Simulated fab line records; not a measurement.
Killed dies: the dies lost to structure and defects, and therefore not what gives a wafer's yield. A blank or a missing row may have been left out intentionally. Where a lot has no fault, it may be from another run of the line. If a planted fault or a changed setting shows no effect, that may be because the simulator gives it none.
2 desks looking at one fault :: flow sky130 :: only its own numbers are on each desk; what lay behind them is given at the end

AT THE METROLOGY DESK
Lot by lot, what the gauges showed, no matter which tool ran the lot: averages of those sampled wafers that carry a number. Any lot whose mean is over 4 standard deviations away from the usual mean is out of limits and marked OUT; that distance is given in the brackets.
Columns: A = VT_ADJUST_PCH_TW at SKY_VT_ADJUST_PCH_TW_MEAS_10, usual 141.6; B = SONOS_ONO_OXIDATION_THK at SKY_SONOS_ONO_THK_MEAS_01, usual 2.59 nm; C = SONOS_ONO_CVD_02_THK at SKY_SONOS_ONO_THK_MEAS_03, usual 10.61 nm
lot: L280
first seen here: day 10 06:25
A: 142.6
B: 2.55
C: 10.56

lot: L285
first seen here: day 11 15:38
A: 141.5
B: 2.49
C: 10.57

lot: L286
first seen here: day 12 02:05
A: 141.4
B: 2.85 (+4.7) OUT
C: 10.64

lot: L287
first seen here: day 12 11:04
A: 141.6
B: 2.81
C: 10.62

lot: L288
first seen here: day 12 14:52
A: 142.7
B: 2.83 (+4.2) OUT
C: 10.69

lot: L295
first seen here: day 14 22:20
A: 140.7
B: 2.58
C: 10.63

lot: L296
first seen here: day 15 13:40
A: 142.8
B: 2.59
C: 10.57

lot: L297
first seen here: day 15 17:23
A: 142.5
B: 2.65
C: 10.60

lot: L299
first seen here: day 16 05:44
A: 140.8
B: 2.58
C: 10.93

lot: L300
first seen here: day 16 11:35
A: 141.0
B: 2.58
C: 10.48

lot: L302
first seen here: day 17 08:53
A: 139.6
B: 2.64
C: 10.68

lot: L303
first seen here: day 17 21:31
A: 141.1
B: 2.52
C: 10.58
This desk finds L286, L288 out of limits, with the earliest case on L286 at day 13 05:33 (SONOS_ONO_OXIDATION_THK at SKY_SONOS_ONO_THK_MEAS_01). Within limits: L280, L285, L287, L295, L296, L297, L299, L300, L302, L303.

FOR THE TOOL OWNER'S DESK: furnace-01
The tool's own readings at SKY_SONOS_ONO_OXIDATION_00 (stabilise 600 s, purge 300 s, target thk 2.6 nm): means of the sampled wafers that have a number, for each lot that ran on this tool. Any lot whose mean is over 4 standard deviations away from the usual mean is out of limits and marked OUT; that distance is given in the brackets.
Columns: A = zone power bottom pct at SKY_SONOS_ONO_OXIDATION_00, usual 21.8 %; B = zone power lower pct at SKY_SONOS_ONO_OXIDATION_00, usual 15.1 %
lot: L285
first seen here: day 12 16:12
A: 21.7
B: 14.1

lot: L286
first seen here: day 13 04:11
A: 21.5
B: 13.9

lot: L287
first seen here: day 13 14:32
A: 21.5
B: 14.0

lot: L288
first seen here: day 13 17:08
A: 21.4
B: 13.9

lot: L297
first seen here: day 16 23:37
A: 21.7
B: 13.9

lot: L300
first seen here: day 17 18:22
A: 21.5
B: 14.0

lot: L302
first seen here: day 18 15:08
A: 21.4
B: 14.0

lot: L303
first seen here: day 19 04:32
A: 21.4
B: 13.9
This desk's finding: nothing out of limits on any of the 8 lots.

ALL TOGETHER
Metrology desk: alarm possible at day 13 05:33 on L286, L288.
The tool owner's desk saw nothing out of limits.
On record at the tool owner's desk: L286, L288, within its limits.
The lots listed all ran SKY_SONOS_ONO_OXIDATION_00 on furnace-01.

WHAT THE SIMULATOR HAD PUT IN
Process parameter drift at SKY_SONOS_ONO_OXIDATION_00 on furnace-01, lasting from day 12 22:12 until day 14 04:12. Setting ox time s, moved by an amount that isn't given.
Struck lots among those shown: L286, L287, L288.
Time in hours between the start of the fault and the first out-of-limits reading at each desk: metrology desk, 7.
